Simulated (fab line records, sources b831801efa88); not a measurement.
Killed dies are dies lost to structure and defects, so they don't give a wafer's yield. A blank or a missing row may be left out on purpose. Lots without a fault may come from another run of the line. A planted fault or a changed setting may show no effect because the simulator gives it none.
Chamber matching | flow gf180mcu | GF_V1_CMP_26 on cmp-02: 4 sister chambers
The step polishes, stops on SiO2, t overpolish 15 s, target thk 0 nm. 14 wafers are shown with their chamber, then 7 later ones without.

WAFERS WITH THEIR CHAMBER
wafer  | chamber | motor_current_A (A) | time_to_endpoint_s (s) | overpolish_run_s (s)
L550.2 | 2       | 10.7                | 83                     | 14.995
L550.3 | 1       | 12.7                | 82                     | 15.007
L550.5 | 2       | 11.0                | 82                     | 15.008
L551.4 | 1       | 12.1                | 82                     | 14.999
L551.5 | 3       | 10.4                | 80                     | 15.000
L551.6 | 2       | 10.8                | 83                     | 14.999
L558.3 | 1       | 12.9                | 84                     | 15.021
L558.4 | 2       | 10.2                | 83                     | 15.018
L558.6 | 2       | 10.2                | 84                     | 14.993
L561.1 | 0       | 10.7                | 89                     | 15.010
L561.2 | 3       | 10.5                | 84                     | 15.006
L561.5 | 3       | 10.7                | 85                     | 14.984
L562.2 | 1       | 13.2                | 83                     | 14.997
L562.3 | 2       | 10.5                | 82                     | 15.005

SIGNATURES (means of the wafers above)
reading            | chamber 0 | chamber 1 | chamber 2 | chamber 3 | scatter within a chamber
motor_current_A    | 10.700    | 12.725    | 10.567    | 10.533    | 0.35
time_to_endpoint_s | 89.00     | 82.75     | 82.83     | 83.00     | 1.4
overpolish_run_s   | 15.01000  | 15.00600  | 15.00300  | 14.99667  | 0.0102
Rule: a wafer's distance from a chamber is the root of the sum, over the readings, of the square of ((its reading less the chamber's mean) divided by the reading's scatter). The wafer belongs to the nearest chamber; if the next one is less than 2 further off, it can't be placed. The scatter: the root of (the sum of the squares of (reading less its chamber's mean) over the shown wafers, divided by (wafers less chambers)).

WAFERS WITHOUT THEIR CHAMBER
wafer  | motor_current_A (A) | time_to_endpoint_s (s) | overpolish_run_s (s)
L562.5 | 10.7                | 80                     | 15.003
L563.1 | 12.5                | 88                     | 14.986
L563.5 | 11.7                | 87                     | 14.984
L563.6 | 12.4                | 87                     | 14.995
L570.1 | 10.7                | 84                     | 15.027
L570.4 | 12.7                | 92                     | 14.995
L570.6 | 10.1                | 89                     | 15.001

WHICH CHAMBER EACH WENT THROUGH
wafer  | from the rows above               | in truth
L562.5 | can't be placed: 2 or 3           | 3
L563.1 | can't be placed: 1 or 0           | 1
L563.5 | can't be placed: 0 or 3 or 1 or 2 | 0
L563.6 | can't be placed: 1 or 0           | 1
L570.1 | can't be placed: 2 or 3 or 0      | 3
L570.4 | can't be placed: 0 or 1           | 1
L570.6 | 0                                 | 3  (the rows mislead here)
Placed correctly: 0 of 7. Can't be placed from these rows: 6 (the true chamber is among the candidates in 6). Placed wrongly: 1.
